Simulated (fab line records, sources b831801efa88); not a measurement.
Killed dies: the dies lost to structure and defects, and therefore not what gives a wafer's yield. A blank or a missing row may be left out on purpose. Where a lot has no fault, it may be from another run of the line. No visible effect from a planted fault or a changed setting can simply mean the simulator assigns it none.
A struck lot beside a sound one | flow sky130 | 43 out of 708 route steps
Sound: wafers L918.2, L918.3, L918.4. The struck wafers were L930.3, L930.4, L930.5. At the end, the cause is stated.
Per side, at each step with rows, come the tool, then ch with its chambers, and then its first start. Under that, the readings that differ: sound wafers | struck wafers | difference of the means | sigmas: that difference in standard deviations of wafers without a fault.
alike: readings with means less than 2 such deviations apart, plus words and numbers identical on both sides. not compared: withheld readings, readings lacking a value on some wafer, bounds such as >300 that could conceal the same value, and numbers that have no deviation in the record and whose values overlap.
A row with sigmas, a row that says differs or no value, or rows on one side alone: a step with any of these is where the two part. Non-overlapping numbers with no deviation appear without sigmas and do not part them. Lack of a reading on every wafer of one side parts them only where that side has two or more wafers.

first, 1 step without rows for these wafers: SKY_VIA4_ETCH_12 (etches SiO2 in C4F8/O2/Ar, stops on TiN, target depth 580 nm).
SKY_VIA4_STRIP_13: strips in O2/N2.
  sound on plasma_asher-02 ch 0,1, day 43 02:15; struck on plasma_asher-02 ch 0,1, day 46 14:11
  alike: drypump_motor_current_A, oes_product_au, strip_time_to_endpoint_s
  not compared: rf_hours_counter_h
then, 4 steps without rows for these wafers: SKY_VIA4_STRIP_14 (strips in post etch residue remover, time 1200 s); SKY_VIA4_CLEAN_15 (cleans in IPA, time 180 s); SKY_VIA4_CLEAN_16 (cleans in O3/DIW); SKY_VIA4_SPUTTER_17 (material TiN, target thk 20 nm, time 80 s).
SKY_VIA4_CVD_18: deposits W, target thk 505 nm, time 152.14 s.
  sound on cvd_w-01 ch 0,1, day 43 02:54; struck on cvd_w-01 ch 0,1, day 46 14:52
  alike: heater_power_w
  not compared: since_wet_clean_h
SKY_VIA4_RS_MEAS_19: the measuring method here is four-point-probe.
  struck on film_metro-03, day 46 15:00; sound on film_metro-03, day 43 03:04
  alike: VIA4_W_RS
SKY_VIA4_THK_MEAS_20: measures by xrf.
  struck on film_metro-03, day 46 15:06; sound on film_metro-03, day 43 03:11
  alike: VIA4_W_THK
SKY_VIA4_CMP_21: polishes, stops on SiO2, t overpolish 25 s, target thk 0 nm.
  sound on cmp-02 ch 0,1,2, day 43 03:19; struck on cmp-01 ch 0,2,3, day 46 15:08
  alike: head_pressure_psi, motor_current_A, overpolish_run_s, time_to_endpoint_s
then, 2 steps without rows for these wafers: SKY_METAL5_SPUTTER_00 (material Ti, target thk 15 nm, time 10 s); SKY_METAL5_SPUTTER_01 (material TiN, target thk 20 nm, time 16.7 s).
SKY_METAL5_SPUTTER_02: material AlCu, target thk 1150 nm, time 61.2 s.
  struck on pvd_sputter-02, day 46 15:29; sound on pvd_sputter-02, day 43 03:40
  alike: throttle_valve_pct
then, 2 steps without rows for these wafers: SKY_METAL5_SPUTTER_03 (material Ti, target thk 5 nm, time 3.3 s); SKY_METAL5_SPUTTER_04 (material TiN, target thk 70 nm, time 58.3 s).
SKY_METAL5_RS_MEAS_05: the measuring method here is four-point-probe.
  struck on film_metro-01, day 46 15:39; sound on film_metro-01, day 43 03:48
  alike: METAL5_ALCU_RS
SKY_METAL5_THK_MEAS_06: measures by xrf.
  struck on film_metro-01, day 46 15:45; sound on film_metro-01, day 43 03:55
  alike: METAL5_ALCU_THK
then, 7 steps without rows for these wafers: SKY_METAL5_DEHYDRATE_07 (time 60 s); SKY_METAL5_HMDS_08 (prime time 60 s); SKY_METAL5_COAT_09 (resist thk 1800 nm); SKY_METAL5_SOFTBAKE_10 (time 60 s); SKY_METAL5_EXPOSE_11 (exposes mask MM5, target cd 1600 nm); SKY_METAL5_PEB_12; SKY_METAL5_DEVELOP_13 (develop time 60 s).
SKY_METAL5_DESCUM_14: chemistry O2, time 11 s.
  sound on rie_metal-02 ch 0,1, day 44 02:27; struck on rie_metal-03 ch 0,1, day 47 11:39
  alike: drypump_motor_current_A, oes_product_au
  not compared: rf_hours_counter_h
then, 1 step without rows for these wafers: SKY_METAL5_METAL_ETCH_15 (etches the open film in Cl2/BCl3, stops on SiO2, target depth 1260 nm, time 252 s).
SKY_METAL5_STRIP_16: strips in O2/N2.
  sound on plasma_asher-03 ch 0,1, day 44 02:43; struck on plasma_asher-03 ch 0,1, day 47 11:56
  alike: drypump_motor_current_A, oes_product_au, strip_time_to_endpoint_s
  not compared: rf_hours_counter_h
then, 4 steps without rows for these wafers: SKY_METAL5_STRIP_17 (strips in post etch residue remover, time 1200 s); SKY_METAL5_CLEAN_18 (cleans in IPA, time 180 s); SKY_METAL5_CLEAN_19 (cleans in O3/DIW); SKY_PASSIVATION_CVD_00 (deposits SiO2, target thk 90 nm).
SKY_PASSIVATION_THK_MEAS_01:
  struck on film_metro-02, day 47 12:38; sound on film_metro-02, day 44 03:23
  alike: PASSIVATION_CVD_00_THK
then, 1 step without rows for these wafers: SKY_PASSIVATION_CVD_02 (deposits Si3N4, target thk 540 nm).
SKY_PASSIVATION_THK_MEAS_03:
  struck on film_metro-02, day 47 12:55; sound on film_metro-04, day 44 03:40
  alike: PASSIVATION_CVD_02_THK
then, 8 steps without rows for these wafers: SKY_PASSIVATION_DEHYDRATE_04 (time 60 s); SKY_PASSIVATION_HMDS_05 (prime time 60 s); SKY_PASSIVATION_COAT_06 (resist thk 3000 nm); SKY_PASSIVATION_SOFTBAKE_07; SKY_PASSIVATION_EXPOSE_08 (exposes mask NSM, target cd 3000 nm); SKY_PASSIVATION_PEB_09; SKY_PASSIVATION_DEVELOP_10 (develop time 60 s); SKY_PASSIVATION_ETCH_11 (etches the open film in CF4/O2, stops on AlCu, target depth 725 nm, time 161.1 s).
SKY_PAD_OPEN_PROBE_99:
  struck on prober-02, day 49 04:31; sound on prober-01, day 46 00:58
  reading                               | sound             | struck            | difference | sigmas
  defect_limited_yield (%)              | 83.3 83.1 86.4    | 73.8 75.8 73.2    | -10.0      | -6
  killed_at_M4_up                       | 7 5 2             | 52 23 62          | +41        | +20
  killed_at_other                       | 0 0 0             | 0 1 2             | +1         | +2
  killed_dies                           | 82 83 67          | 129 119 132       | +49        | +6
  sort_bin_3_pad_short (%)              | 1.2 1.8 0.8       | 2.8 1.8 4.1       | +1.6       | +4
  sort_bin_5_function (%)               | 10.6 9.1 7.7      | 17.3 13.0 13.8    | +5.6       | +4
  sort_bin_6_memory (%)                 | 4.9 5.9 5.1       | 6.1 9.3 8.9       | +2.8       | +3
  sort_n_pass                           | 410 409 425       | 363 373 360       | -49        | -6
  sort_yield_pct (%)                    | 83.3 83.1 86.4    | 73.8 75.8 73.2    | -10.0      | -6
  model.etest.tester.sort_n_pass        | 410 409 425       | 363 373 360       | -49        |
  model.etest.tester.sort_yield_pct (%) | 83.33 83.13 86.38 | 73.78 75.81 73.17 | -10.03     |
  model.etest.tester.sort_bin_5_pct (%) | 10.57 9.146 7.724 | 17.28 13.01 13.82 | +5.56      |
  alike: killed_at_M0_to_M3, killed_at_contacts, killed_at_front_end, killed_open, killed_short
  not compared: model.etest.tester.sort_bin_3_pct

## WHERE THEY PART
Within this record, at SKY_PAD_OPEN_PROBE_99 only.

WHY: whatever the simulator had introduced
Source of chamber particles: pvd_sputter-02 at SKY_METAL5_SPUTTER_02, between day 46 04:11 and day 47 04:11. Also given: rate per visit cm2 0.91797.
